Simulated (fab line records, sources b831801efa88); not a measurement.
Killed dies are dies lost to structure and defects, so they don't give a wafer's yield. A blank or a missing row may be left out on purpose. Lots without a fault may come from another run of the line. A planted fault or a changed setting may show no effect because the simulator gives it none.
A struck lot beside a sound one | flow sky130 | 14 steps out of a route of 708
Sound: wafers L815.3, L815.4, L815.5. Struck: wafers L824.4, L824.5, L824.6. The cause comes at the end.
At each step with rows: each side's tool, then ch and its chambers, then its first start. Under that, the readings that differ: sound wafers | struck wafers | difference of the means | sigmas: that difference in standard deviations of wafers without a fault.
alike: readings whose means differ by less than 2 such deviations, and words and numbers that are the same on both sides. not compared: withheld readings, readings that some wafer has no value for, bounds like >300 that may hide the same value, and numbers for which the record gives no deviation and whose values overlap.
The two part at a step that has a row with sigmas, a row that says differs or no value, or rows on one side only. Numbers that don't overlap but have no deviation are shown without sigmas and don't part them. A reading that every wafer of one side lacks parts them only if that side has two wafers or more.

first, 4 steps without rows for these wafers: SKY_VT_ADJUST_PCH_SOFTBAKE_03; SKY_VT_ADJUST_PCH_EXPOSE_04 (exposes mask NWM, target cd 840 nm); SKY_VT_ADJUST_PCH_PEB_05; SKY_VT_ADJUST_PCH_DEVELOP_06 (develop time 60 s).
SKY_VT_ADJUST_PCH_OVL_MEAS_07:
  sound on overlay-02, day 10 06:10; struck on overlay-02, day 13 04:51
  alike: VT_ADJUST_PCH_OVL
then, 1 step without rows for these wafers: SKY_VT_ADJUST_PCH_IMPLANT_08.
SKY_VT_ADJUST_PCH_STRIP_09: strips in O2/N2.
  sound on plasma_asher-01 ch 0,1, day 10 06:22; struck on plasma_asher-01 ch 0,1, day 13 05:03
  alike: drypump_motor_current_A, oes_product_au, strip_time_to_endpoint_s
  not compared: rf_hours_counter_h
SKY_VT_ADJUST_PCH_TW_MEAS_10:
  sound on film_metro-01, day 10 06:27; struck on film_metro-02, day 13 05:08
  alike: VT_ADJUST_PCH_TW
then, 4 steps without rows for these wafers: SKY_SONOS_TUNNEL_DEHYDRATE_00 (time 60 s); SKY_SONOS_TUNNEL_HMDS_01 (prime time 60 s); SKY_SONOS_TUNNEL_COAT_02 (resist thk 1140 nm); SKY_SONOS_TUNNEL_SOFTBAKE_03 (time 60 s).
SKY_SONOS_TUNNEL_EXPOSE_04: exposes mask TUNM, target cd 410 nm.
  sound on iline_stepper-01 ch 0, day 10 16:59; struck on iline_stepper-02, day 13 17:53
  no value came back on the struck wafers for exposure_dose_mJ_cm2, focus_offset_nm (nm); on the sound wafers exposure_dose_mJ_cm2 reads 136.43 136.60 136.28
  alike: mask
then, 1 step without rows for these wafers: SKY_SONOS_TUNNEL_PEB_05.

WHERE THEY PART
Only at SKY_SONOS_TUNNEL_EXPOSE_04, within this record.

WHY: what the simulator had put in
Skipped step whole: iline_stepper-02, from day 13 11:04 on, at SKY_SONOS_TUNNEL_EXPOSE_04. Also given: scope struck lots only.
